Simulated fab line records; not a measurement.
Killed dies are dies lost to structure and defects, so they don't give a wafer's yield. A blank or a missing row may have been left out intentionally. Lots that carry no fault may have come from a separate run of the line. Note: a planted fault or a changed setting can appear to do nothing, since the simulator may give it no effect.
Code-filled problem report in 8D (eight disciplines) form + flow sky130 + the parts of the form that need people (team, actions taken, sign-off) are left out

== 1. WHAT IS WRONG ==
run_length_s at SKY_GATE_OXIDE_WET_ETCH_12 reads a mean of 131 s on 6 wafers of 2 lots; wafers without a fault read 363 s with a standard deviation of 3. Measured from the usual mean, that is -77 standard deviations.
The step: etches SiO2 in dHF, target depth 16.8 nm, time 336 s.
Earliest sighting: wafer L951.1 on wet_bench-04 at day 19 14:01. Wafers with a number at this step in the record: 42, from 14 lots. The rule behind "out" and "out of limits": a value lying over 4 standard deviations away from the usual mean. All remaining wafers that have a number are taken as sound.

== 2. WHAT THIS IS AND IS NOT ==
| question                    | is                     | is not                                                                 |
|-----------------------------|------------------------|------------------------------------------------------------------------|
| which readings at this step | run_length_s           | -                                                                      |
| which lots                  | L951, L954             | L936, L937, L938, L939, L941, L942, L943, L944, L945, L946, L947, L949 |
| which wafers of those lots  | all that have a number | -                                                                      |
| read on which tools         | wet_bench-04           | wet_bench-01, wet_bench-02                                             |
| when                        | from day 19 14:01      | up to then (36 sound wafers)                                           |

== 3. SUSPECTS, AND WHAT RULES EACH OUT ==
Counting: a tool at any process step up to the reading remains a suspect when it ran all the lots that are out and ran no sound lot after the first of those.
- wet_bench-04 at SKY_GATE_OXIDE_WET_ETCH_12 (etches SiO2 in dHF, target depth 16.8 nm, time 336 s): kept. All lots that are out passed through it, beginning with L951 at day 19 14:01, and no sound lot followed; its final sound lot before that point was L947 at day 18 13:08. Its own readings are out on those wafers: run_length_s.
Left after counting: wet_bench-04 at SKY_GATE_OXIDE_WET_ETCH_12.

== 4. THE CAUSE (what the simulator had put in) ==
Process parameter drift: wet_bench-04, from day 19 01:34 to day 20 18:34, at SKY_GATE_OXIDE_WET_ETCH_12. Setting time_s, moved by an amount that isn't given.
Counting left only this tool.

== 5. THE CHAIN OF EFFECTS, in route order ==
Each row: a reading where the mean over the struck wafers with a number is more than 3 standard deviations away from the usual. Scope: only readings with a usual standard deviation given in the record; hours: median across lots of the time from each lot's start at the first step in this table that gives one to its start at this step; sigmas: change in usual standard deviations.
| hours | step                       | reading             | usual | on struck wafers | change | sigmas |
|-------|----------------------------|---------------------|-------|------------------|--------|--------|
| 0     | SKY_GATE_OXIDE_WET_ETCH_12 | run_length_s        | 363 s | 131              | -232   | -77    |
| 725   | SKY_PAD_OPEN_PROBE_99      | killed_at_front_end | 15    | 425              | +410   | +95    |
| 725   | SKY_PAD_OPEN_PROBE_99      | killed_dies         | 89    | 492              | +403   | +44    |
| 725   | SKY_PAD_OPEN_PROBE_99      | killed_on_rim       | 17    | 96               | +79    | +21    |
Process steps it contains:
- SKY_GATE_OXIDE_WET_ETCH_12: etches SiO2 in dHF, target depth 16.8 nm, time 336 s.
- SKY_PAD_OPEN_PROBE_99

== 6. WHAT WOULD HAVE CAUGHT IT SOONER ==
In this record the first reading out of limits was taken at day 19 14:01, 12 hours after the fault began at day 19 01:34.
